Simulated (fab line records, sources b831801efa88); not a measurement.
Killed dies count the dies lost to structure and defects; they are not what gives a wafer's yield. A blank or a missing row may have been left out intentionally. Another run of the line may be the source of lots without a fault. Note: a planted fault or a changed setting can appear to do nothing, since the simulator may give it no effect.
A lot that was struck, set against a sound lot + flow sky130 + 23 steps out of a route of 708
Sound: the wafers L721.1, L721.4, L721.6. Wafers struck: L726.4, L726.6. Last of all comes the cause.
Per side, at each step with rows, come the tool, then ch with its chambers, and then its first start. Under that, the readings that differ: sound wafers + struck wafers + difference of the means + sigmas: that difference in standard deviations of wafers without a fault.
alike: a reading whose means differ by less than 2 such deviations, as well as words and numbers matching on both sides. not compared: withheld readings; readings where some wafer has no value; bounds like >300 that might hide an equal value; numbers whose values overlap and for which the record gives no deviation.
A row with sigmas, a row that says differs or no value, or rows on one side alone: a step with any of these is where the two part. Numbers that don't overlap but have no deviation are shown without sigmas and don't part them. Lack of a reading on every wafer of one side parts them only where that side has two or more wafers.

first, 1 step without rows for these wafers: SKY_SONOS_ONO_DEVELOP_12 (develop time 60 s).
SKY_SONOS_ONO_CD_MEAS_13: the cd target is 410 nm.
  sound: cd-sem-02 at day 16 05:08; struck: cd-sem-02 at day 17 23:33
  alike: cd-nm
SKY_SONOS_ONO_OVL_MEAS_14:
  sound: overlay-02 at day 16 05:16; struck: overlay-01 at day 17 23:38
  alike: SONOS_ONO_OVL
SKY_SONOS_ONO_ETCH_15: etches the open film in CHF3/O2, target depth 19.52 nm, time 7.8 s.
  sound on rie-diel-03 ch 0,2, day 16 05:18; struck on rie-diel-04 ch 0,1, day 17 23:39
  alike: O2_flow_sccm, bias-w, drypump-motor-current-A, oes-product-au, rf-fwd-power-W, throttle-valve-pct
  not compared: rf-hours-counter-h
then, 1 step without rows for these wafers: SKY_SONOS_ONO_WET_ETCH_16 (etches SiO2 in dHF, target depth 14 nm, time 280 s).
SKY_SONOS_ONO_STRIP_17: strips in O2/N2.
  sound on plasma-asher-01 ch 1, day 16 05:25; struck on plasma-asher-04 ch 0,1, day 17 23:48
  alike: drypump-motor-current-A, oes-product-au, strip-time-to-endpoint-s
  not compared: rf-hours-counter-h
then, 3 steps without rows for these wafers: SKY_SONOS_ONO_WET_ETCH_18 (etches Si3N4 in H3PO4, target depth 15 nm, time 172 s); SKY_GATE_OXIDE_CLEAN_00 (cleans in SC1/SC2, time 150 s); SKY_GATE_OXIDE_OXIDATION_01 (stabilise 600 s, purge 300 s, target thk 10.268 nm).
SKY_GATE_OXIDE_THK_MEAS_02:
  sound: film-metro-02 at day 16 08:02; struck: film-metro-04 at day 18 01:43
  alike: GATE_OXIDE_OXIDATION_00_THK
then, 2 steps without rows for these wafers: SKY_GATE_OXIDE_DEHYDRATE_03 (time 60 s); SKY_GATE_OXIDE_HMDS_04 (prime time 60 s).
SKY_GATE_OXIDE_COAT_05: resist thk 1140 nm.
  sound on litho-track-02 ch 0, day 16 22:34; struck on litho-track-01 ch 0, day 18 16:43
| reading                                         | sound          | struck      | difference | sigmas |
|-------------------------------------------------|----------------|-------------|------------|--------|
| dispense-pressure-kPa (kPa)                     | 58.2 58.1 58.2 | 52.2 52.2   | -6.0       | -2     |
| model.NOVOLAK_of_GATE_OXIDE_COAT_05.thk-nm (nm) | 1140 1144 1138 | 559.6 558.9 | -581.4     |        |
then, 3 steps without rows for these wafers: SKY_GATE_OXIDE_SOFTBAKE_06 (time 60 s); SKY_GATE_OXIDE_EXPOSE_07 (exposes mask LVOM, target cd 600 nm); SKY_GATE_OXIDE_PEB_08.
SKY_GATE_OXIDE_DEVELOP_09: develop time 60 s.
  sound on litho-track-04 ch 0, day 17 13:10; struck on litho-track-01 ch 0, day 19 08:04
| reading                                         | sound          | struck      | difference | sigmas |
|-------------------------------------------------|----------------|-------------|------------|--------|
| model.NOVOLAK_of_GATE_OXIDE_COAT_05.thk-nm (nm) | 1139 1143 1138 | 559.2 558.5 | -581.1     |        |
SKY_GATE_OXIDE_OVL_MEAS_10:
  sound: overlay-01 at day 17 13:19; struck: overlay-01 at day 19 08:10
  alike: GATE_OXIDE_OVL
then, 2 steps without rows for these wafers: SKY_GATE_OXIDE_IMPLANT_11; SKY_GATE_OXIDE_WET_ETCH_12 (etches SiO2 in dHF, target depth 16.8 nm, time 336 s).
SKY_GATE_OXIDE_STRIP_13: strips in O2/N2.
  sound on plasma-asher-01 ch 0,1, day 17 13:36; struck on plasma-asher-02 ch 1, day 19 08:28
| reading                      | sound             | struck      | difference | sigmas      |
|------------------------------|-------------------|-------------|------------|-------------|
| oes-product-au (a.u.)        | 0.721 0.713 0.715 | 0.537 0.547 | -0.174     | -38         |
| strip-time-to-endpoint-s (s) | 14.19 14.21 14.15 | 7.41 7.40   | -6.78      | -99 or more |
  alike: drypump-motor-current-A
  not compared: rf-hours-counter-h
SKY_GATE_OXIDE_TW_MEAS_14:
  sound: film-metro-04 at day 17 13:42; struck: film-metro-02 at day 19 08:34
  alike: GATE_OXIDE_TW
-- the record jumps here: 30 days lie between the struck wafers' starts before and after (it left off in module GATE_OXIDE and takes up again in module PAD_OPEN, whose first step shown is number 708 of the route) --
SKY_PAD_OPEN_PROBE_99:
  rows exist in the record for the struck wafers here (prober-01, day 49 17:52), but not for the sound ones

== WHERE THEY PART ==
Earliest at SKY_GATE_OXIDE_COAT_05; latest, in this record, at SKY_PAD_OPEN_PROBE_99.

WHY: the cause the simulator had injected
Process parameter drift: litho-track-01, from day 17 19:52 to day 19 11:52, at SKY_GATE_OXIDE_COAT_05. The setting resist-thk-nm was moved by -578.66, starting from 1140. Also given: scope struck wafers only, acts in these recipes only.
